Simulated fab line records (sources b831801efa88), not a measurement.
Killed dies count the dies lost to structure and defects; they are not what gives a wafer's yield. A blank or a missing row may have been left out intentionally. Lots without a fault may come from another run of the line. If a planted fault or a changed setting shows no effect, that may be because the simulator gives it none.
fab line records	flow gf180mcu
[record] lots = 24	wafers = 72	lastDay = 34
route steps=602 shown MVPSD@89 M2@364 V2@383 M3@413 V4@500 TOP_METAL@583
lots that met no fault: from a run of the same line without faults
startH: hours from the record's first day to the start of the lot's first wafer shown	waitH: hours elapsed since this lot's preceding step	" repeats the value in the row above	L1.1+2: a row that stands for several wafers	- no value present, or no start provided	* or withheld: withheld	< > ~ a bound
route shown NAME@n: NAME is a module with steps in the file, n the number in the route of the first one	usual: average and standard deviation across the fault-free wafers	same: alike in all rows	chamber/n: place in a boat	sites: readings site by site	_std_site: standard deviation across them	_edge_site: inner sites' mean taken away from outer sites' mean	radiusMm: for every site, how far away it sits from the centre of the wafer	mask NAME#n: copy n	behind: the most recent tool/chamber to have shaped the wafer	hold: the reason the lot was held/the length of the hold in hours/how it ended	device: which transistor (n, p or np) failed to switch	end of line: the route-end tests of the same wafers	where a step has no rows: the recipe by itself	killed: count of dies lost to structure and defects at first sort (not the wafer's yield)	map: the dies of a wafer, with x for killed, . for not killed, _ for no die there
set.NAME: the setting as run; set.NAME@STEP: as run at that earlier step	model.NAME: the simulator's own value behind a step, which no gauge read
a sample of lots followed through the steps of the route, with each step as a table and each wafer as a row
services: from which hour (startH, from the record's first day; less than 0 if before it) a tool's chamber was out of use, for how many hours, and why
[[steps]]
[step GF_MVPSD_TW_MEAS_11]
[usual] MVPSD_TW = 559/3.7
lot.wafer	tool	chamber	startH	waitH	MVPSD_TW
L074.1	filmMetro-03	-	96.96	0.1	561
L074.3	"	-	"	"	559
L074.6	"	-	"	"	560
L075.3	filmMetro-04	-	105.01	0.1	559
L075.4	"	-	"	"	559
L075.6	"	-	"	"	559
L076.1	filmMetro-03	-	108.14	0.1	562
L076.3	"	-	"	"	561
L076.5	"	-	"	"	559
L077.2	filmMetro-03	-	114.25	0.1	559
L077.3	"	-	"	"	562
L077.4	"	-	"	"	560
L078.3	filmMetro-04	-	119.76	0.1	560
L078.4	"	-	"	"	560
L078.6	"	-	"	"	561
L079.2	filmMetro-04	-	127.00	0.1	560
L079.5	"	-	"	"	563
L079.6	"	-	"	"	558
L080.1	filmMetro-03	-	133.04	0.1	558
L080.3	"	-	"	"	555
L080.5	"	-	"	"	557
L081.1	filmMetro-04	-	139.39	0.1	566
L081.5	"	-	"	"	566
L081.6	"	-	"	"	564
L082.4	filmMetro-04	-	144.82	0.1	563
L082.5	"	-	"	"	561
L082.6	"	-	"	"	567
L083.1	filmMetro-04	-	151.14	0.1	564
L083.2	"	-	"	"	561
L083.5	"	-	"	"	564
L084.2	filmMetro-04	-	157.05	0.1	566
L084.3	"	-	"	"	563
L084.4	"	-	"	"	563
L085.2	filmMetro-02	-	160.90	0.1	555
L085.3	"	-	"	"	554
L085.6	"	-	"	"	556
L086.1	filmMetro-03	-	169.04	0.1	556
L086.3	"	-	"	"	559
L086.6	"	-	"	"	562
L087.1	filmMetro-02	-	173.19	0.1	550
L087.3	"	-	"	"	555
L087.4	"	-	"	"	553
L088.1	filmMetro-03	-	182.59	0.1	562
L088.2	"	-	"	"	560
L088.6	"	-	"	"	559
L089.3	filmMetro-02	-	186.61	0.1	552
L089.4	"	-	"	"	554
L089.6	"	-	"	"	549
L090.3	filmMetro-03	-	193.22	0.2	557
L090.5	"	-	"	"	561
L090.6	"	-	"	"	559
L091.1	filmMetro-03	-	197.74	0.1	558
L091.3	"	-	"	"	562
L091.4	"	-	"	"	558
L092.2	filmMetro-04	-	204.72	0.1	560
L092.4	"	-	"	"	559
L092.6	"	-	"	"	564
L093.3	filmMetro-04	-	208.86	0.1	561
L093.5	"	-	"	"	562
L093.6	"	-	"	"	562
L094.1	filmMetro-02	-	216.64	0.1	556
L094.4	"	-	"	"	557
L094.6	"	-	"	"	555
L095.3	filmMetro-02	-	222.03	0.1	555
L095.4	"	-	"	"	554
L095.6	"	-	"	"	555
L096.1	filmMetro-03	-	227.14	0.1	555
L096.5	"	-	"	"	555
L096.6	"	-	"	"	554
L097.2	filmMetro-02	-	232.92	0.1	556
L097.3	"	-	"	"	556
L097.4	"	-	"	"	556
[step GF_M2_SPUTTER_02]
[recipe] material = AlCu	targetThkNm = 450	powerW = 10600	timeS = 23.9	chamberPressurePa = 0.4
[usual] throttleValvePct = 29.2/0.81
lot.wafer	tool	chamber	startH	waitH	throttleValvePct
L074.1	pvdSputter-04	-	412.74	0.0	29.6
L074.3	"	-	"	"	29.8
L074.6	"	-	"	"	29.8
L075.3	pvdSputter-01	-	428.46	0.0	28.9
L075.4	"	-	"	"	28.8
L075.6	"	-	"	"	27.8
L076.1	pvdSputter-01	-	431.71	0.0	28.8
L076.3	"	-	"	"	29.1
L076.5	"	-	"	"	29.1
L077.2	pvdSputter-01	-	439.75	0.0	29.6
L077.3	"	-	"	"	28.8
L077.4	"	-	"	"	29.0
L078.3	pvdSputter-02	-	448.42	0.0	29.7
L078.4	"	-	"	"	29.9
L078.6	"	-	"	"	29.7
L079.2	pvdSputter-02	-	463.14	0.0	30.1
L079.5	"	-	"	"	27.8
L079.6	"	-	"	"	29.8
L080.1	pvdSputter-01	-	471.49	0.0	29.4
L080.3	"	-	"	"	29.1
L080.5	"	-	"	"	29.1
L081.1	pvdSputter-02	-	481.08	0.0	29.8
L081.5	"	-	"	"	29.7
L081.6	"	-	"	"	30.1
L082.4	pvdSputter-01	-	489.29	0.0	29.3
L082.5	"	-	"	"	28.0
L082.6	"	-	"	"	29.1
L083.1	pvdSputter-01	-	495.80	0.0	29.1
L083.2	"	-	"	"	29.1
L083.5	"	-	"	"	29.0
L084.2	pvdSputter-02	-	511.94	0.0	29.7
L084.3	"	-	"	"	28.2
L084.4	"	-	"	"	29.7
L085.2	pvdSputter-01	-	514.43	0.0	27.6
L085.3	"	-	"	"	28.6
L085.6	"	-	"	"	29.3
L086.1	pvdSputter-02	-	526.80	0.0	30.0
L086.3	"	-	"	"	29.7
L086.6	"	-	"	"	28.2
L087.1	pvdSputter-02	-	528.77	0.0	30.4
L087.3	"	-	"	"	28.2
L087.4	"	-	"	"	29.4
L088.1	pvdSputter-01	-	542.82	0.0	29.3
L088.2	"	-	"	"	29.0
L088.6	"	-	"	"	28.8
L089.3	pvdSputter-01	-	548.79	0.0	28.8
L089.4	"	-	"	"	28.0
L089.6	"	-	"	"	27.9
L090.3	pvdSputter-02	-	556.61	0.0	30.0
L090.5	"	-	"	"	29.9
L090.6	"	-	"	"	29.7
L091.1	pvdSputter-02	-	561.81	0.0	29.7
L091.3	"	-	"	"	29.8
L091.4	"	-	"	"	28.0
L092.2	pvdSputter-02	-	572.81	0.0	29.7
L092.4	"	-	"	"	29.9
L092.6	"	-	"	"	30.0
L093.3	pvdSputter-02	-	578.24	0.0	29.9
L093.5	"	-	"	"	29.8
L093.6	"	-	"	"	30.0
L094.1	pvdSputter-02	-	586.09	0.0	30.3
L094.4	"	-	"	"	29.6
L094.6	"	-	"	"	29.6
L095.3	pvdSputter-02	-	591.25	0.0	29.6
L095.4	"	-	"	"	29.8
L095.6	"	-	"	"	29.6
L096.1	pvdSputter-04	-	598.95	0.0	29.9
L096.5	"	-	"	"	29.8
L096.6	"	-	"	"	31.0
L097.2	pvdSputter-04	-	604.06	0.0	29.7
L097.3	"	-	"	"	29.6
L097.4	"	-	"	"	30.0
[step GF_V2_THK_MEAS_01]
[recipe] reads = SiO2_of_V2_CVD_00
[usual] V2_CVD_00_THK = 601/4.5
lot.wafer	tool	chamber	startH	waitH	V2_CVD_00_THK[nm]
L074.1	filmMetro-03	-	437.47	0.0	603
L074.3	"	-	"	"	605
L074.6	"	-	"	"	606
L075.3	filmMetro-03	-	453.90	0.1	603
L075.4	"	-	"	"	596
L075.6	"	-	"	"	593
L076.1	filmMetro-04	-	457.06	0.0	609
L076.3	"	-	"	"	597
L076.5	"	-	"	"	607
L077.2	filmMetro-04	-	464.80	0.0	599
L077.3	"	-	"	"	609
L077.4	"	-	"	"	607
L078.3	filmMetro-02	-	474.26	0.1	603
L078.4	"	-	"	"	602
L078.6	"	-	"	"	603
L079.2	filmMetro-03	-	488.43	0.0	597
L079.5	"	-	"	"	592
L079.6	"	-	"	"	596
L080.1	filmMetro-02	-	496.52	0.0	597
L080.3	"	-	"	"	598
L080.5	"	-	"	"	607
L081.1	filmMetro-04	-	506.27	0.0	601
L081.5	"	-	"	"	600
L081.6	"	-	"	"	598
L082.4	filmMetro-03	-	514.05	0.0	592
L082.5	"	-	"	"	601
L082.6	"	-	"	"	604
L083.1	filmMetro-03	-	520.35	0.0	599
L083.2	"	-	"	"	600
L083.5	"	-	"	"	603
L084.2	filmMetro-03	-	535.95	0.0	602
L084.3	"	-	"	"	602
L084.4	"	-	"	"	605
L085.2	filmMetro-02	-	538.96	0.0	593
L085.3	"	-	"	"	597
L085.6	"	-	"	"	593
L086.1	filmMetro-02	-	550.49	0.0	597
L086.3	"	-	"	"	605
L086.6	"	-	"	"	601
L087.1	filmMetro-03	-	552.29	0.0	599
L087.3	"	-	"	"	601
L087.4	"	-	"	"	599
L088.1	filmMetro-02	-	566.81	0.0	601
L088.2	"	-	"	"	597
L088.6	"	-	"	"	602
L089.3	filmMetro-04	-	571.39	0.1	605
L089.4	"	-	"	"	592
L089.6	"	-	"	"	602
L090.3	filmMetro-03	-	579.51	0.1	604
L090.5	"	-	"	"	605
L090.6	"	-	"	"	611
L091.1	filmMetro-02	-	584.79	0.0	600
L091.3	"	-	"	"	600
L091.4	"	-	"	"	600
L092.2	filmMetro-03	-	595.08	0.0	607
L092.4	"	-	"	"	609
L092.6	"	-	"	"	604
L093.3	filmMetro-02	-	600.73	0.1	598
L093.5	"	-	"	"	596
L093.6	"	-	"	"	594
L094.1	filmMetro-03	-	608.04	0.0	605
L094.4	"	-	"	"	597
L094.6	"	-	"	"	599
L095.3	filmMetro-04	-	613.01	0.1	601
L095.4	"	-	"	"	602
L095.6	"	-	"	"	605
L096.1	filmMetro-04	-	620.84	0.0	604
L096.5	"	-	"	"	605
L096.6	"	-	"	"	602
L097.2	filmMetro-02	-	626.00	0.0	602
L097.3	"	-	"	"	597
L097.4	"	-	"	"	598
[step GF_M3_SPUTTER_04]
[recipe] material = TiN	targetThkNm = 50	powerW = 6500	timeS = 41.7	chamberPressurePa = 0.4
[usual] throttleValvePct = 29.1/0.87
lot.wafer	tool	chamber	startH	waitH	throttleValvePct
L074.1	pvdSputter-02	-	464.79	0.0	27.9
L074.3	"	-	"	"	30.0
L074.6	"	-	"	"	30.1
L075.3	pvdSputter-02	-	480.63	0.0	30.1
L075.4	"	-	"	"	29.8
L075.6	"	-	"	"	30.0
L076.1	pvdSputter-01	-	484.00	0.0	28.9
L076.3	"	-	"	"	29.3
L076.5	"	-	"	"	28.9
L077.2	pvdSputter-02	-	491.85	0.0	28.0
L077.3	"	-	"	"	29.8
L077.4	"	-	"	"	29.9
L078.3	pvdSputter-02	-	500.54	0.0	29.9
L078.4	"	-	"	"	28.2
L078.6	"	-	"	"	28.2
L079.2	pvdSputter-02	-	514.78	0.0	29.7
L079.5	"	-	"	"	28.1
L079.6	"	-	"	"	29.7
L080.1	pvdSputter-03	-	522.09	0.0	29.4
L080.3	"	-	"	"	29.5
L080.5	"	-	"	"	31.3
L081.1	pvdSputter-01	-	532.04	0.0	29.0
L081.5	"	-	"	"	29.3
L081.6	"	-	"	"	28.0
L082.4	pvdSputter-01	-	540.41	0.0	29.0
L082.5	"	-	"	"	29.2
L082.6	"	-	"	"	29.1
L083.1	pvdSputter-01	-	547.98	2.6	28.7
L083.2	"	-	"	"	27.6
L083.5	"	-	"	"	29.3
L084.2	pvdSputter-01	-	561.25	0.0	27.8
L084.3	"	-	"	"	29.2
L084.4	"	-	"	"	28.9
L085.2	pvdSputter-01	-	563.45	0.0	28.6
L085.3	"	-	"	"	29.0
L085.6	"	-	"	"	29.1
L086.1	pvdSputter-02	-	575.04	0.0	29.9
L086.3	"	-	"	"	29.7
L086.6	"	-	"	"	29.7
L087.1	pvdSputter-01	-	576.48	0.0	27.9
L087.3	"	-	"	"	28.9
L087.4	"	-	"	"	28.9
L088.1	pvdSputter-01	-	590.74	0.0	29.5
L088.2	"	-	"	"	28.9
L088.6	"	-	"	"	29.1
L089.3	pvdSputter-01	-	595.54	0.0	27.7
L089.4	"	-	"	"	28.9
L089.6	"	-	"	"	27.6
L090.3	pvdSputter-02	-	603.21	0.0	29.6
L090.5	"	-	"	"	30.1
L090.6	"	-	"	"	28.2
L091.1	pvdSputter-01	-	608.26	0.0	28.9
L091.3	"	-	"	"	29.2
L091.4	"	-	"	"	28.7
L092.2	pvdSputter-02	-	618.35	0.0	28.1
L092.4	"	-	"	"	29.7
L092.6	"	-	"	"	28.0
L093.3	pvdSputter-01	-	623.56	0.0	28.4
L093.5	"	-	"	"	27.9
L093.6	"	-	"	"	29.5
L094.1	pvdSputter-02	-	630.94	0.0	29.7
L094.4	"	-	"	"	30.0
L094.6	"	-	"	"	29.7
L095.3	pvdSputter-03	-	636.27	0.0	31.4
L095.4	"	-	"	"	29.3
L095.6	"	-	"	"	31.6
L096.1	pvdSputter-03	-	642.74	0.0	31.5
L096.5	"	-	"	"	31.6
L096.6	"	-	"	"	29.7
L097.2	pvdSputter-01	-	648.19	0.0	29.0
L097.3	"	-	"	"	27.9
L097.4	"	-	"	"	28.7
[step GF_V4_RS_MEAS_24]
[recipe] thkMeasGauge = four-point-probe	reads = W_of_V4_CVD_23+TiN_of_V4_SPUTTER_22+Ti_of_V4_SPUTTER_21
[usual] V4_W_RS = 0.3276/0.0029
lot.wafer	tool	chamber	startH	waitH	V4_W_RS[ohm/sq]
L074.1	filmMetro-02	-	564.98	0.1	0.3251
L074.3	"	-	"	"	0.3249
L074.6	"	-	"	"	0.3266
L075.3	filmMetro-02	-	578.74	0.1	0.3278
L075.4	"	-	"	"	0.3210
L075.6	"	-	"	"	0.3237
L076.1	filmMetro-04	-	582.67	0.1	0.3251
L076.3	"	-	"	"	0.3219
L076.5	"	-	"	"	0.3230
L077.2	filmMetro-03	-	589.19	0.1	0.3287
L077.3	"	-	"	"	0.3283
L077.4	"	-	"	"	0.3281
L078.3	filmMetro-03	-	595.69	0.1	0.3272
L078.4	"	-	"	"	0.3260
L078.6	"	-	"	"	0.3257
L079.2	filmMetro-04	-	609.46	0.2	0.3240
L079.5	"	-	"	"	0.3237
L079.6	"	-	"	"	0.3217
L080.1	filmMetro-04	-	615.73	0.1	0.3261
L080.3	"	-	"	"	0.3287
L080.5	"	-	"	"	0.3222
L081.1	filmMetro-04	-	625.78	0.1	0.3304
L081.5	"	-	"	"	0.3223
L081.6	"	-	"	"	0.3268
L082.4	filmMetro-04	-	631.60	0.1	0.3320
L082.5	"	-	"	"	0.3272
L082.6	"	-	"	"	0.3263
L083.1	filmMetro-04	-	638.05	0.1	0.3240
L083.2	"	-	"	"	0.3303
L083.5	"	-	"	"	0.3280
L084.2	filmMetro-03	-	650.74	0.1	0.3279
L084.3	"	-	"	"	0.3327
L084.4	"	-	"	"	0.3268
L085.2	filmMetro-04	-	652.51	0.1	0.3288
L085.3	"	-	"	"	0.3251
L085.6	"	-	"	"	0.3295
L086.1	filmMetro-03	-	662.52	0.1	0.3287
L086.3	"	-	"	"	0.3259
L086.6	"	-	"	"	0.3215
L087.1	filmMetro-03	-	664.23	0.1	0.3339
L087.3	"	-	"	"	0.3331
L087.4	"	-	"	"	0.3339
L088.1	filmMetro-02	-	677.53	0.1	0.3290
L088.2	"	-	"	"	0.3340
L088.6	"	-	"	"	0.3301
L089.3	filmMetro-03	-	682.16	0.1	0.3291
L089.4	"	-	"	"	0.3313
L089.6	"	-	"	"	0.3299
L090.3	filmMetro-04	-	687.56	0.1	0.3335
L090.5	"	-	"	"	0.3248
L090.6	"	-	"	"	0.3275
L091.1	filmMetro-04	-	693.38	0.1	0.3273
L091.3	"	-	"	"	0.3260
L091.4	"	-	"	"	0.3287
L092.2	filmMetro-03	-	702.56	0.1	0.3262
L092.4	"	-	"	"	0.3277
L092.6	"	-	"	"	0.3270
L093.3	filmMetro-02	-	706.93	0.1	0.3264
L093.5	"	-	"	"	0.3278
L093.6	"	-	"	"	0.3272
L094.1	filmMetro-03	-	712.78	0.1	0.3279
L094.4	"	-	"	"	0.3278
L094.6	"	-	"	"	0.3282
L095.3	filmMetro-04	-	718.23	0.1	0.3280
L095.4	"	-	"	"	0.3324
L095.6	"	-	"	"	0.3323
L096.1	filmMetro-02	-	722.98	0.1	0.3290
L096.5	"	-	"	"	0.3334
L096.6	"	-	"	"	0.3300
L097.2	filmMetro-04	-	729.18	0.1	0.3298
L097.3	"	-	"	"	0.3306
L097.4	"	-	"	"	0.3235
[step GF_TOP_METAL_METAL_ETCH_16]
[recipe] chemistry = Cl2/BCl3	maskMaterial = NOVOLAK	targetDepthNm = 1077.5	stopOn = SiO2	pressureMtorr = 8	icpW = 800	biasW = 140	Cl2_flow_sccm = 80	bcl3FlowSccm = 40	timeS = 179.6
[usual] drypumpMotorCurrentA = 5.80/0.24	oesProductAu = 0.968/0.0066	throttleValvePct = 28.255/0.011
lot.wafer	tool	chamber	startH	waitH	drypumpMotorCurrentA	oesProductAu	rfHoursCounterH	throttleValvePct
L074.1	rieMetal-01	1	653.42	0.0	5.89	0.968	1.0	28.255
L074.3	"	1	"	"	5.86	0.984	-	28.236
L074.6	"	1	"	"	5.90	0.980	-	28.251
L075.3	rieMetal-04	1	665.41	0.1	5.79	0.959	-	28.247
L075.4	"	0	"	"	5.90	0.960	-	28.271
L075.6	"	1	"	"	5.81	0.968	-	28.250
L076.1	rieMetal-02	1	669.90	0.0	5.23	0.971	7.2	28.261
L076.3	"	0	"	"	5.99	0.962	-	28.239
L076.5	"	0	"	"	6.06	0.974	-	28.245
L077.2	rieMetal-02	0	674.30	0.0	5.99	0.963	5.1	28.233
L077.3	"	1	"	"	5.21	0.977	-	28.248
L077.4	"	0	"	"	5.99	0.963	-	28.253
L078.3	rieMetal-01	1	679.36	0.1	5.89	0.963	-	28.243
L078.4	"	0	"	"	5.86	0.969	-	28.261
L078.6	"	1	"	"	5.91	0.970	-	28.260
L079.2	rieMetal-01	0	693.47	0.0	5.88	0.954	1.2	28.259
L079.5	"	1	"	"	5.88	0.958	-	28.254
L079.6	"	0	"	"	5.87	0.965	-	28.266
L080.1	rieMetal-02	1	697.52	0.0	5.23	0.976	8.2	28.259
L080.3	"	0	"	"	5.99	0.970	-	28.257
L080.5	"	0	"	"	5.96	0.962	-	28.243
L081.1	rieMetal-02	0	708.22	0.0	6.00	0.970	6.4	28.247
L081.5	"	0	"	"	6.00	0.964	-	28.245
L081.6	"	1	"	"	5.21	0.973	-	28.222
L082.4	rieMetal-02	0	712.13	0.1	6.00	0.969	-	28.238
L082.5	"	1	"	"	5.22	0.969	-	28.263
L082.6	"	0	"	"	6.00	0.969	-	28.248
L083.1	rieMetal-02	0	717.65	0.0	6.00	0.964	6.9	28.255
L083.2	"	1	"	"	5.23	0.964	9.2	28.264
L083.5	"	1	"	"	5.23	0.965	-	28.266
L084.2	rieMetal-01	0	728.90	0.0	5.87	0.966	2.6	28.250
L084.3	"	0	"	"	5.88	0.973	-	28.241
L084.4	"	1	"	"	5.89	0.958	-	28.259
L085.2	rieMetal-01	0	731.52	0.0	5.89	0.964	2.9	28.257
L085.3	"	0	"	"	5.90	0.964	-	28.260
L085.6	"	1	"	"	5.92	0.972	-	28.263
L086.1	rieMetal-04	0	739.60	0.0	5.90	0.969	9.8	28.244
L086.3	"	1	"	"	5.83	0.955	-	28.267
L086.6	"	1	"	"	5.82	0.954	-	28.262
L087.1	rieMetal-04	0	741.97	0.0	5.89	0.961	10.0	28.260
L087.3	"	0	"	"	5.92	0.960	-	28.270
L087.4	"	1	"	"	5.79	0.962	-	28.264
L088.1	rieMetal-01	0	753.22	0.0	5.86	0.968	3.8	28.265
L088.2	"	1	"	"	5.91	0.959	5.5	28.260
L088.6	"	1	"	"	5.93	0.963	-	28.270
L089.3	rieMetal-01	0	757.43	0.1	5.86	0.964	-	28.258
L089.4	"	1	"	"	5.88	0.976	-	28.249
L089.6	"	1	"	"	5.91	0.964	-	28.265
L090.3	rieMetal-02	0	765.58	0.1	6.00	0.970	-	28.242
L090.5	"	0	"	"	6.02	0.972	-	28.250
L090.6	"	1	"	"	5.24	0.979	-	28.241
L091.1	rieMetal-01	1	768.25	0.0	5.91	0.968	6.2	28.267
L091.3	"	1	"	"	5.91	0.977	-	28.257
L091.4	"	0	"	"	5.87	0.970	-	28.252
L092.2	rieMetal-04	1	773.80	0.0	5.81	0.969	6.9	28.265
L092.4	"	1	"	"	5.84	0.975	-	28.248
L092.6	"	1	"	"	5.81	0.973	-	28.248
L093.3	rieMetal-01	1	780.91	0.1	5.90	0.975	-	28.238
L093.5	"	1	"	"	5.86	0.976	-	28.230
L093.6	"	0	"	"	5.86	0.971	-	28.263
L094.1	rieMetal-01	0	785.97	0.0	5.88	0.968	5.8	28.257
L094.4	"	0	"	"	5.86	0.963	-	28.255
L094.6	"	1	"	"	5.85	0.965	-	28.235
L095.3	rieMetal-04	1	787.71	0.1	5.85	0.970	-	28.261
L095.4	"	0	"	"	5.91	0.969	-	28.266
L095.6	"	1	"	"	5.82	0.966	-	28.264
L096.1	rieMetal-04	1	790.95	0.0	5.80	0.966	8.0	28.267
L096.5	"	1	"	"	5.82	0.973	-	28.274
L096.6	"	0	"	"	5.92	0.964	-	28.260
L097.2	rieMetal-01	0	797.35	0.0	5.87	0.962	6.6	28.260
L097.3	"	0	"	"	5.87	0.960	-	28.266
L097.4	"	1	"	"	5.92	0.970	-	28.263
[[services]]
tool	chamber	startH	hours	kind
rieMetal-01	-	407.39	2.8	pm
pvdSputter-03	-	412.27	4.3	repair
pvdSputter-04	-	437.78	3.9	repair
pvdSputter-04	-	457.61	2.5	repair
pvdSputter-01	-	462.64	4.6	repair
pvdSputter-01	-	476.17	3.9	repair
pvdSputter-04	-	476.72	15.3	repair
rieMetal-02	-	507.41	4.3	pm
pvdSputter-02	-	562.78	9.5	repair
rieMetal-02	1	566.32	1.8	repair
rieMetal-01	-	584.68	1.4	pm
rieMetal-04	-	600.75	14.6	pm
pvdSputter-01	-	602.63	1.8	repair
rieMetal-01	1	603.58	9.0	repair
rieMetal-01	1	614.71	1.6	repair
rieMetal-02	0	626.13	3.9	repair
rieMetal-04	-	662.70	1.7	repair
rieMetal-04	0	682.02	4.0	repair
pvdSputter-01	-	689.62	0.5	repair
rieMetal-02	-	711.06	0.3	repair
pvdSputter-01	-	769.69	7.7	repair
rieMetal-04	-	770.69	2.8	pm
rieMetal-02	-	778.39	28.1	pm
pvdSputter-02	-	792.77	2.2	repair
[[key]]
fault none
